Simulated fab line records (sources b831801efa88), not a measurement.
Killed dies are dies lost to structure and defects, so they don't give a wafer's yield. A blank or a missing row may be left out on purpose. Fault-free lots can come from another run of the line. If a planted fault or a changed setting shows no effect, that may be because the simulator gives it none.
Matching of chambers    flow sky130    cmp-02 running SKY_VIA1_CMP_02: 4 sister chambers
The step polishes SiO2. 16 wafers are shown with their chamber, then 8 later ones without.

## WAFERS WITH THEIR CHAMBER
wafer   chamber  motorCurrentA (A)
L273.3  3        13.5
L273.5  1        13.5
L273.6  0        13.1
L274.1  3        12.9
L274.2  1        13.9
L274.4  0        12.8
L278.1  1        13.7
L278.2  3        12.8
L278.6  1        13.5
L279.4  2        14.8
L279.5  3        12.3
L279.6  2        14.6
L280.1  0        12.3
L280.4  3        13.3
L280.5  2        14.6
L292.4  2        15.1

SIGNATURES (averages over the wafers above)
reading        chamber 0  chamber 1  chamber 2  chamber 3  scatter within a chamber
motorCurrentA  12.733     13.650     14.775     12.960     0.351
Rule: for a wafer and a chamber, the distance is found by dividing, reading by reading, the gap between the wafer's reading and the chamber's mean by the reading's scatter, squaring, summing and taking the root. If the next closest chamber is less than 2 further off than the closest, the wafer can't be placed; otherwise it belongs to the closest. The scatter: take each reading less its chamber's mean, square it, sum over the shown wafers, divide by the number of wafers less the number of chambers, and take the root.

## WAFERS WITHOUT THEIR CHAMBER
wafer   motorCurrentA (A)
L292.5  12.3
L292.6  13.4
L293.3  13.0
L293.5  14.9
L293.6  13.9
L294.3  14.3
L294.4  12.6
L294.5  15.0

## CHAMBER TAKEN BY EACH
wafer   from the rows above           in truth
L292.5  can't be placed: 0 or 3       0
L292.6  can't be placed: 1 or 3 or 0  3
L293.3  can't be placed: 3 or 0 or 1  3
L293.5  2                             2
L293.6  can't be placed: 1 or 2 or 3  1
L294.3  can't be placed: 2 or 1       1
L294.4  can't be placed: 0 or 3       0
L294.5  2                             2
Correct placement for 2 of the 8. These rows do not allow placing 6 (true chamber among the candidates in 6). Number placed wrongly: 0.
